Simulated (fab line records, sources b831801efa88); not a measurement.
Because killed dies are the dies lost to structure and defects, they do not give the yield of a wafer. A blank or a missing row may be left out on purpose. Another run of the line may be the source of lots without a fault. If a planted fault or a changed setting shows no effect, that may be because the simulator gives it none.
The same fault as seen by 2 desks | flow gf180mcu | numbers are kept per desk, each desk with only its own; the story behind them comes last

AT THE TOOL OWNER'S DESK: plasma-asher-01
The tool's own readings at GF_MVSD_STRIP_10 (strips in O2/N2): means of the sampled wafers that have a number, for each lot that ran on this tool. Marked OUT: a lot whose mean sits more than 4 standard deviations from the usual mean, which makes it out of limits; the brackets give that distance.
Columns: A = drypump-motor-current-A at GF_MVSD_STRIP_10, usual 5.83 A; B = heater-power-w at GF_MVSD_STRIP_10, usual 348 W; C = o2-flow-sccm at GF_MVSD_STRIP_10, usual 3000 sccm; D = oes-product-au at GF_MVSD_STRIP_10, usual 0.722 a.u.; E = strip-time-to-endpoint-s at GF_MVSD_STRIP_10, usual 36.96 s
lot  | first seen here | A    | B   | C              | D     | E
L931 | day 5 09:06     | 5.71 | 358 | 3005           | 0.722 | 36.94
L933 | day 5 20:05     | 5.72 | 315 | 2998           | 0.721 | 36.95
L937 | day 6 18:57     | 5.67 | 316 | 2800 (-23) OUT | 0.719 | 37.11
L941 | day 7 22:19     | 5.69 | 338 | 2606 (-45) OUT | 0.717 | 37.24
This desk's verdict: out of limits on L937, L941, starting with L937 at day 6 18:57 (o2-flow-sccm at GF_MVSD_STRIP_10). L931, L933: within limits.

FROM THE METROLOGY DESK
What the gauges read, lot by lot, whatever tool the lot ran on: means of the sampled wafers that have a number. Marked OUT: a lot whose mean sits more than 4 standard deviations from the usual mean, which makes it out of limits; the brackets give that distance.
Columns: A = cd-nm at GF_POLY_GATE_CD_MEAS_10, usual 280.1 nm
lot  | first seen here | A
L927 | day 9 06:25     | 279.4
L929 | day 9 18:23     | 280.0
L930 | day 9 23:32     | 280.2
L931 | day 10 04:04    | 281.5
L932 | day 10 12:44    | 280.6
L933 | day 10 18:29    | 279.7
L937 | day 11 23:56    | 278.7
L939 | day 12 15:56    | 279.1
L941 | day 13 09:52    | 279.3
L945 | day 14 16:08    | 279.4
L946 | day 15 07:53    | 279.4
L948 | day 15 10:55    | 278.8
L950 | day 16 07:12    | 280.0
This desk's verdict: no lot among the 13 shows anything out of limits.

BROUGHT TOGETHER
An alarm could have come from the tool owner's desk at day 6 18:57, on L937, L941.
From the metrology desk's view, nothing was out of limits.
The metrology desk has L937, L941 on record, within its limits.
GF_MVSD_STRIP_10 was run on plasma-asher-01 by each of the lots named.

WHAT THE SIMULATOR HAD INSERTED
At GF_MVSD_STRIP_10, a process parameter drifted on plasma-asher-01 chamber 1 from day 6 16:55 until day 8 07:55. A move of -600 in setting o2-flow-sccm, from 3000. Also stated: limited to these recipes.
Shown lots that were struck: L937, L941.
How many hours passed from the start of the fault until each desk's first out-of-limits reading: the tool owner's desk, 2.
